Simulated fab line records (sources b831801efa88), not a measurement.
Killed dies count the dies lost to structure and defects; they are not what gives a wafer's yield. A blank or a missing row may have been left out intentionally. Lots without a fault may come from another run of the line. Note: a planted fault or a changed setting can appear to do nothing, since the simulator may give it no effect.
Matching of chambers / flow sky130 / SKY_FIELD_ISO_ETCH_17 on rie_si-01: 4 sister chambers
The step etches Si in HBr/Cl2/O2, target depth 342 nm, time 97.7 s. 16 wafers are shown with their chamber, then 8 later ones without.

## WAFERS WITH THEIR CHAMBER
wafer=L261.4; chamber=1; drypump_motor_current_A (A)=6.5; oes_product_au (a.u.)=0.998; O2_flow_sccm (sccm)=6.006
wafer=L261.5; chamber=1; drypump_motor_current_A (A)=6.5; oes_product_au (a.u.)=0.987; O2_flow_sccm (sccm)=6.031
wafer=L261.6; chamber=0; drypump_motor_current_A (A)=5.8; oes_product_au (a.u.)=1.017; O2_flow_sccm (sccm)=5.977
wafer=L262.1; chamber=3; drypump_motor_current_A (A)=4.9; oes_product_au (a.u.)=0.989; O2_flow_sccm (sccm)=5.976
wafer=L262.2; chamber=1; drypump_motor_current_A (A)=6.5; oes_product_au (a.u.)=1.003; O2_flow_sccm (sccm)=5.992
wafer=L262.3; chamber=2; drypump_motor_current_A (A)=5.6; oes_product_au (a.u.)=1.000; O2_flow_sccm (sccm)=5.991
wafer=L264.2; chamber=1; drypump_motor_current_A (A)=6.5; oes_product_au (a.u.)=0.989; O2_flow_sccm (sccm)=6.007
wafer=L264.3; chamber=2; drypump_motor_current_A (A)=5.5; oes_product_au (a.u.)=0.984; O2_flow_sccm (sccm)=5.967
wafer=L264.5; chamber=2; drypump_motor_current_A (A)=5.6; oes_product_au (a.u.)=0.984; O2_flow_sccm (sccm)=5.971
wafer=L266.1; chamber=1; drypump_motor_current_A (A)=6.5; oes_product_au (a.u.)=0.997; O2_flow_sccm (sccm)=6.021
wafer=L266.2; chamber=3; drypump_motor_current_A (A)=4.9; oes_product_au (a.u.)=0.988; O2_flow_sccm (sccm)=5.983
wafer=L266.5; chamber=1; drypump_motor_current_A (A)=6.5; oes_product_au (a.u.)=1.005; O2_flow_sccm (sccm)=6.016
wafer=L267.2; chamber=2; drypump_motor_current_A (A)=5.5; oes_product_au (a.u.)=0.992; O2_flow_sccm (sccm)=6.022
wafer=L267.3; chamber=0; drypump_motor_current_A (A)=5.8; oes_product_au (a.u.)=1.013; O2_flow_sccm (sccm)=6.024
wafer=L267.6; chamber=0; drypump_motor_current_A (A)=5.8; oes_product_au (a.u.)=1.002; O2_flow_sccm (sccm)=6.001
wafer=L269.3; chamber=1; drypump_motor_current_A (A)=6.5; oes_product_au (a.u.)=0.996; O2_flow_sccm (sccm)=5.988

SIGNATURES, as means of the wafers listed above
reading=drypump_motor_current_A; chamber 0=5.800; chamber 1=6.500; chamber 2=5.550; chamber 3=4.900; scatter within a chamber=0.0289
reading=oes_product_au; chamber 0=1.01067; chamber 1=0.99643; chamber 2=0.99000; chamber 3=0.98850; scatter within a chamber=0.00684
reading=O2_flow_sccm; chamber 0=6.00067; chamber 1=6.00871; chamber 2=5.98775; chamber 3=5.97950; scatter within a chamber=0.0192
Rule: distance of a wafer from a chamber = root of the sum over the readings of ((wafer's reading minus chamber's mean) / reading's scatter) squared. If the next closest chamber is less than 2 further off than the closest, the wafer can't be placed; otherwise it belongs to the closest. The scatter: the root of (the sum of the squares of (reading less its chamber's mean) over the shown wafers, divided by (wafers less chambers)).

## WAFERS WITHOUT THEIR CHAMBER
wafer=L269.4; drypump_motor_current_A (A)=5.8; oes_product_au (a.u.)=1.004; O2_flow_sccm (sccm)=6.029
wafer=L269.6; drypump_motor_current_A (A)=5.6; oes_product_au (a.u.)=0.999; O2_flow_sccm (sccm)=6.002
wafer=L274.2; drypump_motor_current_A (A)=5.6; oes_product_au (a.u.)=0.986; O2_flow_sccm (sccm)=6.023
wafer=L274.3; drypump_motor_current_A (A)=6.6; oes_product_au (a.u.)=0.991; O2_flow_sccm (sccm)=6.015
wafer=L274.4; drypump_motor_current_A (A)=5.8; oes_product_au (a.u.)=1.009; O2_flow_sccm (sccm)=6.010
wafer=L280.1; drypump_motor_current_A (A)=5.5; oes_product_au (a.u.)=0.987; O2_flow_sccm (sccm)=5.954
wafer=L280.2; drypump_motor_current_A (A)=4.9; oes_product_au (a.u.)=0.988; O2_flow_sccm (sccm)=6.010
wafer=L280.6; drypump_motor_current_A (A)=5.8; oes_product_au (a.u.)=1.012; O2_flow_sccm (sccm)=6.009

## THE CHAMBER EACH PASSED THROUGH
wafer=L269.4; from the rows above=0; in truth=0
wafer=L269.6; from the rows above=2; in truth=2
wafer=L274.2; from the rows above=2; in truth=2
wafer=L274.3; from the rows above=1; in truth=1
wafer=L274.4; from the rows above=0; in truth=0
wafer=L280.1; from the rows above=2; in truth=2
wafer=L280.2; from the rows above=3; in truth=3
wafer=L280.6; from the rows above=0; in truth=0
Correctly placed: 8 of 8. Number that these rows cannot place: 0. 0 placed wrongly.
